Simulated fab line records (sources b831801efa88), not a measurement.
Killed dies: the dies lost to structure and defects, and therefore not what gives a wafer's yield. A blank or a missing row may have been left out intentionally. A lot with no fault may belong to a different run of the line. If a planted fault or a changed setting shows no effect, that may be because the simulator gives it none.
Which of the tools did it? :: flow gf180mcu :: 42 wafers from 14 lots sampled at 5 of the route's 602 steps

WHAT EACH GAUGE READ, for each wafer
GF_PASSIVATION_THK_MEAS_03. Usual: PASSIVATION_CVD_02_THK gives 701 nm (standard deviation 10).
lot: L142
measured: day 28 04:28
on: film-metro-03
PASSIVATION_CVD_02_THK (nm): 696 707 708
flag: 

lot: L143
measured: day 28 18:11
on: film-metro-01
PASSIVATION_CVD_02_THK (nm): 702 712 715
flag: 

lot: L146
measured: day 29 10:39
on: film-metro-03
PASSIVATION_CVD_02_THK (nm): 707 693 718
flag: 

lot: L145
measured: day 29 13:00
on: film-metro-04
PASSIVATION_CVD_02_THK (nm): 703 701 707
flag: 

lot: L151
measured: day 30 21:24
on: film-metro-03
PASSIVATION_CVD_02_THK (nm): 692 703 703
flag: 

lot: L154
measured: day 31 17:16
on: film-metro-01
PASSIVATION_CVD_02_THK (nm): 691 695 703
flag: 

lot: L155
measured: day 31 21:44
on: film-metro-04
PASSIVATION_CVD_02_THK (nm): 704 690 685
flag: 

lot: L158
measured: day 32 12:49
on: film-metro-01
PASSIVATION_CVD_02_THK (nm): 700 685 709
flag: 

lot: L159
measured: day 32 17:31
on: film-metro-03
PASSIVATION_CVD_02_THK (nm): 683 688 699
flag: 

lot: L161
measured: day 33 05:38
on: film-metro-03
PASSIVATION_CVD_02_THK (nm): 696 707 706
flag: 

lot: L162
measured: day 33 13:22
on: film-metro-04
PASSIVATION_CVD_02_THK (nm): 699 695 699
flag: 

lot: L163
measured: day 33 18:08
on: film-metro-03
PASSIVATION_CVD_02_THK (nm): 691 715 718
flag: 

lot: L164
measured: day 33 22:58
on: film-metro-03
PASSIVATION_CVD_02_THK (nm): 682 682 713
flag: 

lot: L165
measured: day 34 07:03
on: film-metro-04
PASSIVATION_CVD_02_THK (nm): 685 697 707
flag: 

GF_PASSIVATION_BOW_MEAS_14. Usual: PASSIVATION_BOW gives 135 um (standard deviation 10).
lot: L142
measured: day 29 01:39
on: film-metro-04
PASSIVATION_BOW (um): 136 150 139
flag: 

lot: L143
measured: day 29 14:32
on: film-metro-03
PASSIVATION_BOW (um): 130 137 135
flag: 

lot: L146
measured: day 30 08:23
on: film-metro-04
PASSIVATION_BOW (um): 139 141 128
flag: 

lot: L145
measured: day 30 09:53
on: film-metro-01
PASSIVATION_BOW (um): 126 136 125
flag: 

lot: L151
measured: day 31 17:04
on: film-metro-01
PASSIVATION_BOW (um): 143 138 154
flag: 

lot: L154
measured: day 32 11:30
on: film-metro-01
PASSIVATION_BOW (um): 117 93 107 - - -
flag: 

lot: L155
measured: day 32 15:51
on: film-metro-03
PASSIVATION_BOW (um): 123 113 123
flag: 

lot: L158
measured: day 33 06:51
on: film-metro-03
PASSIVATION_BOW (um): 137 129 131
flag: 

lot: L159
measured: day 33 10:55
on: film-metro-03
PASSIVATION_BOW (um): 127 120 138
flag: 

lot: L161
measured: day 33 22:08
on: film-metro-01
PASSIVATION_BOW (um): 141 111 110
flag: 

lot: L162
measured: day 34 06:30
on: film-metro-03
PASSIVATION_BOW (um): 139 134 140
flag: 

lot: L163
measured: day 34 10:23
on: film-metro-03
PASSIVATION_BOW (um): 148 134 134
flag: 

lot: L164
measured: day 34 14:40
on: film-metro-03
PASSIVATION_BOW (um): 127 124 116
flag: 

lot: L165
measured: day 34 23:14
on: film-metro-04
PASSIVATION_BOW (um): 118 132 128
flag: 

EACH LOT AND THE TOOL THAT RAN IT (in order: tool; ch and the chambers of the sampled wafers; start)
lot: L142
GF_TOP_METAL_SPUTTER_02: pvd-sputter-02, day 27 06:21
GF_PASSIVATION_CVD_02: pecvd-04 ch 1,2, day 28 04:02
GF_PASSIVATION_STRIP_12: plasma-asher-02 ch 0,1, day 29 00:00

lot: L143
GF_TOP_METAL_SPUTTER_02: pvd-sputter-03, day 27 21:26
GF_PASSIVATION_CVD_02: pecvd-04 ch 0,2, day 28 17:52
GF_PASSIVATION_STRIP_12: plasma-asher-01 ch 0,1, day 29 12:56

lot: L146
GF_TOP_METAL_SPUTTER_02: pvd-sputter-01, day 28 14:04
GF_PASSIVATION_CVD_02: pecvd-01 ch 0,1,2, day 29 10:22
GF_PASSIVATION_STRIP_12: plasma-asher-04 ch 0,1, day 30 05:58

lot: L145
GF_TOP_METAL_SPUTTER_02: pvd-sputter-03, day 28 16:41
GF_PASSIVATION_CVD_02: pecvd-04 ch 0,1, day 29 12:43
GF_PASSIVATION_STRIP_12: plasma-asher-02 ch 0,1, day 30 08:09

lot: L151
GF_TOP_METAL_SPUTTER_02: pvd-sputter-03, day 30 01:41
GF_PASSIVATION_CVD_02: pecvd-04 ch 0,1,2, day 30 21:07
GF_PASSIVATION_STRIP_12: plasma-asher-04 ch 0,1, day 31 15:28

lot: L154
GF_TOP_METAL_SPUTTER_02: pvd-sputter-02, day 30 21:30
GF_PASSIVATION_CVD_02: pecvd-02 ch 0,1,2, day 31 16:59
GF_PASSIVATION_STRIP_12: plasma-asher-01 ch 0,1, day 32 09:54

lot: L155
GF_TOP_METAL_SPUTTER_02: pvd-sputter-02, day 31 02:53
GF_PASSIVATION_CVD_02: pecvd-04 ch 0,1,2, day 31 21:28
GF_PASSIVATION_STRIP_12: plasma-asher-02 ch 0,1, day 32 14:15

lot: L158
GF_TOP_METAL_SPUTTER_02: pvd-sputter-01, day 31 18:14
GF_PASSIVATION_CVD_02: pecvd-02 ch 0,1, day 32 12:32
GF_PASSIVATION_STRIP_12: plasma-asher-01 ch 0,1, day 33 05:15

lot: L159
GF_TOP_METAL_SPUTTER_02: pvd-sputter-02, day 32 00:03
GF_PASSIVATION_CVD_02: pecvd-02 ch 1,2, day 32 17:14
GF_PASSIVATION_STRIP_12: plasma-asher-01 ch 0,1, day 33 09:18

lot: L161
GF_TOP_METAL_SPUTTER_02: pvd-sputter-01, day 32 11:56
GF_PASSIVATION_CVD_02: pecvd-02 ch 1,2, day 33 05:20
GF_PASSIVATION_STRIP_12: plasma-asher-02 ch 0,1, day 33 20:32

lot: L162
GF_TOP_METAL_SPUTTER_02: pvd-sputter-03, day 32 20:17
GF_PASSIVATION_CVD_02: pecvd-01 ch 0,1,2, day 33 13:04
GF_PASSIVATION_STRIP_12: plasma-asher-02 ch 0,1, day 34 04:54

lot: L163
GF_TOP_METAL_SPUTTER_02: pvd-sputter-03, day 33 01:16
GF_PASSIVATION_CVD_02: pecvd-04 ch 0,1,2, day 33 17:50
GF_PASSIVATION_STRIP_12: plasma-asher-01 ch 0,1, day 34 08:47

lot: L164
GF_TOP_METAL_SPUTTER_02: pvd-sputter-03, day 33 05:59
GF_PASSIVATION_CVD_02: pecvd-04 ch 0,1,2, day 33 22:41
GF_PASSIVATION_STRIP_12: plasma-asher-01 ch 0,1, day 34 13:04

lot: L165
GF_TOP_METAL_SPUTTER_02: pvd-sputter-01, day 33 15:08
GF_PASSIVATION_CVD_02: pecvd-01 ch 0,1, day 34 06:46
GF_PASSIVATION_STRIP_12: plasma-asher-02 ch 0,1, day 34 21:36
- GF_TOP_METAL_SPUTTER_02: material AlCu, target thk 900 nm, time 47.82 s.
- GF_PASSIVATION_CVD_02: deposits Si3N4, target thk 700 nm, time 486.18 s.
- GF_PASSIVATION_STRIP_12: strips in O2/N2.

AS READ BY THE TOOLS THEMSELVES (means over the sampled wafers that have a number; for cases with no such wafer, the mark the record gives instead)
GF_TOP_METAL_SPUTTER_02. Usual: substrate-temp-c 249.97 C, standard deviation 0.17; throttle-valve-pct 29.7 %, standard deviation 1.
lot: L142
tool: pvd-sputter-02
substrate-temp-c (C): 250.10
throttle-valve-pct (%): 29.4
flag: 

lot: L143
tool: pvd-sputter-03
substrate-temp-c (C): 249.85
throttle-valve-pct (%): 29.6
flag: 

lot: L146
tool: pvd-sputter-01
substrate-temp-c (C): 250.10
throttle-valve-pct (%): 29.9
flag: 

lot: L145
tool: pvd-sputter-03
substrate-temp-c (C): 249.85
throttle-valve-pct (%): 30.2
flag: 

lot: L151
tool: pvd-sputter-03
substrate-temp-c (C): 249.95
throttle-valve-pct (%): 29.9
flag: 

lot: L154
tool: pvd-sputter-02
substrate-temp-c (C): 249.97
throttle-valve-pct (%): 29.3
flag: 

lot: L155
tool: pvd-sputter-02
substrate-temp-c (C): 249.94
throttle-valve-pct (%): 29.4
flag: 

lot: L158
tool: pvd-sputter-01
substrate-temp-c (C): 250.05
throttle-valve-pct (%): 29.8
flag: 

lot: L159
tool: pvd-sputter-02
substrate-temp-c (C): 250.09
throttle-valve-pct (%): 29.4
flag: 

lot: L161
tool: pvd-sputter-01
substrate-temp-c (C): 249.71
throttle-valve-pct (%): 30.9
flag: 

lot: L162
tool: pvd-sputter-03
substrate-temp-c (C): 249.92
throttle-valve-pct (%): 28.9
flag: 

lot: L163
tool: pvd-sputter-03
substrate-temp-c (C): 249.80
throttle-valve-pct (%): 29.5
flag: 

lot: L164
tool: pvd-sputter-03
substrate-temp-c (C): 250.05
throttle-valve-pct (%): 29.5
flag: 

lot: L165
tool: pvd-sputter-01
substrate-temp-c (C): 249.88
throttle-valve-pct (%): 29.4
flag: 

GF_PASSIVATION_CVD_02. Usual: heater-power-w 716 W, standard deviation 93; susceptor-temp-C 400.01 C, standard deviation 0.24.
lot: L142
tool: pecvd-04
heater-power-w (W): 724
susceptor-temp-C (C): 399.70
flag: 

lot: L143
tool: pecvd-04
heater-power-w (W): 791
susceptor-temp-C (C): 399.94
flag: 

lot: L146
tool: pecvd-01
heater-power-w (W): 614
susceptor-temp-C (C): 400.06
flag: 

lot: L145
tool: pecvd-04
heater-power-w (W): 690
susceptor-temp-C (C): 400.03
flag: 

lot: L151
tool: pecvd-04
heater-power-w (W): 731
susceptor-temp-C (C): 399.95
flag: 

lot: L154
tool: pecvd-02
heater-power-w (W): 763
susceptor-temp-C (C): 400.30
flag: 

lot: L155
tool: pecvd-04
heater-power-w (W): 710
susceptor-temp-C (C): 399.99
flag: 

lot: L158
tool: pecvd-02
heater-power-w (W): 818
susceptor-temp-C (C): 400.07
flag: 

lot: L159
tool: pecvd-02
heater-power-w (W): 669
susceptor-temp-C (C): 399.84
flag: 

lot: L161
tool: pecvd-02
heater-power-w (W): 744
susceptor-temp-C (C): 400.00
flag: 

lot: L162
tool: pecvd-01
heater-power-w (W): 675
susceptor-temp-C (C): 399.95
flag: 

lot: L163
tool: pecvd-04
heater-power-w (W): 689
susceptor-temp-C (C): 400.18
flag: 

lot: L164
tool: pecvd-04
heater-power-w (W): 738
susceptor-temp-C (C): 400.06
flag: 

lot: L165
tool: pecvd-01
heater-power-w (W): 664
susceptor-temp-C (C): 400.26
flag: 

GF_PASSIVATION_STRIP_12. Usual: chamber-pressure-mTorr 1500.1 mTorr, standard deviation 1.4; drypump-motor-current-A 5.7 A, standard deviation 0.37; heater-power-w 329 W, standard deviation 34; oes-product-au 0.719 a.u., standard deviation 0.0046; platen-temp-c 249.96 C, standard deviation 0.18; strip-time-to-endpoint-s 34.7 s, standard deviation 0.37.
lot: L142
tool: plasma-asher-02
chamber-pressure-mTorr (mTorr): 1499.8
drypump-motor-current-A (A): 5.7
heater-power-w (W): 302
oes-product-au (a.u.): 0.724
platen-temp-c (C): 249.91
strip-time-to-endpoint-s (s): 35.1
flag: 

lot: L143
tool: plasma-asher-01
chamber-pressure-mTorr (mTorr): 1500.9
drypump-motor-current-A (A): 6.0
heater-power-w (W): 305
oes-product-au (a.u.): 0.720
platen-temp-c (C): 249.87
strip-time-to-endpoint-s (s): 34.6
flag: 

lot: L146
tool: plasma-asher-04
chamber-pressure-mTorr (mTorr): 1500.6
drypump-motor-current-A (A): 5.1
heater-power-w (W): 352
oes-product-au (a.u.): 0.723
platen-temp-c (C): 249.96
strip-time-to-endpoint-s (s): 35.1
flag: 

lot: L145
tool: plasma-asher-02
chamber-pressure-mTorr (mTorr): 1499.9
drypump-motor-current-A (A): 5.8
heater-power-w (W): 320
oes-product-au (a.u.): 0.717
platen-temp-c (C): 250.03
strip-time-to-endpoint-s (s): 34.8
flag: 

lot: L151
tool: plasma-asher-04
chamber-pressure-mTorr (mTorr): 1498.3
drypump-motor-current-A (A): 5.3
heater-power-w (W): 369
oes-product-au (a.u.): 0.718
platen-temp-c (C): 250.04
strip-time-to-endpoint-s (s): 34.9
flag: 

lot: L154
tool: plasma-asher-01
chamber-pressure-mTorr (mTorr): -
drypump-motor-current-A (A): -
heater-power-w (W): -
oes-product-au (a.u.): -
platen-temp-c (C): -
strip-time-to-endpoint-s (s): -
flag: OFF

lot: L155
tool: plasma-asher-02
chamber-pressure-mTorr (mTorr): -
drypump-motor-current-A (A): -
heater-power-w (W): -
oes-product-au (a.u.): -
platen-temp-c (C): -
strip-time-to-endpoint-s (s): -
flag: OFF

lot: L158
tool: plasma-asher-01
chamber-pressure-mTorr (mTorr): 1499.2
drypump-motor-current-A (A): 6.0
heater-power-w (W): 316
oes-product-au (a.u.): 0.717
platen-temp-c (C): 249.79
strip-time-to-endpoint-s (s): 34.3
flag: 

lot: L159
tool: plasma-asher-01
chamber-pressure-mTorr (mTorr): 1499.7
drypump-motor-current-A (A): 6.0
heater-power-w (W): 300
oes-product-au (a.u.): 0.716
platen-temp-c (C): 249.97
strip-time-to-endpoint-s (s): 34.4
flag: 

lot: L161
tool: plasma-asher-02
chamber-pressure-mTorr (mTorr): 1499.6
drypump-motor-current-A (A): 5.7
heater-power-w (W): 314
oes-product-au (a.u.): 0.716
platen-temp-c (C): 249.84
strip-time-to-endpoint-s (s): 34.5
flag: 

lot: L162
tool: plasma-asher-02
chamber-pressure-mTorr (mTorr): 1499.9
drypump-motor-current-A (A): 5.8
heater-power-w (W): 321
oes-product-au (a.u.): 0.721
platen-temp-c (C): 249.69
strip-time-to-endpoint-s (s): 34.3
flag: 

lot: L163
tool: plasma-asher-01
chamber-pressure-mTorr (mTorr): 1500.4
drypump-motor-current-A (A): 6.0
heater-power-w (W): 319
oes-product-au (a.u.): 0.712
platen-temp-c (C): 250.05
strip-time-to-endpoint-s (s): 34.8
flag: 

lot: L164
tool: plasma-asher-01
chamber-pressure-mTorr (mTorr): 1499.4
drypump-motor-current-A (A): 6.0
heater-power-w (W): 305
oes-product-au (a.u.): 0.720
platen-temp-c (C): 249.84
strip-time-to-endpoint-s (s): 34.8
flag: 

lot: L165
tool: plasma-asher-02
chamber-pressure-mTorr (mTorr): 1500.1
drypump-motor-current-A (A): 5.7
heater-power-w (W): 308
oes-product-au (a.u.): 0.718
platen-temp-c (C): 250.08
strip-time-to-endpoint-s (s): 34.7
flag: 

THE ANSWER, worked out from the rows above alone
Rule: take the mean of a lot's wafers that have a number; if it is more than 3 standard deviations from the usual mean, the lot is off. Also off: a lot with no number at a reading for which 4 or more lots have one. Any other lot the step has rows for is counted as sound. First the gauges in route order, then the tools' own readings, where a lot's mean is used as printed above. The first step at which some lot is off is used, and at that step the reading that is off furthest; a lot without a number counts as furthest.
Off, at GF_PASSIVATION_STRIP_12 on chamber-pressure-mTorr: L154, L155. Without a number there: L154, L155.
If a tool, at that step or one of the process steps before it, ran each lot that is off and ran no sound lot following the first of them, it fits. None of those tried fits.

WHAT THE SIMULATOR PUT IN
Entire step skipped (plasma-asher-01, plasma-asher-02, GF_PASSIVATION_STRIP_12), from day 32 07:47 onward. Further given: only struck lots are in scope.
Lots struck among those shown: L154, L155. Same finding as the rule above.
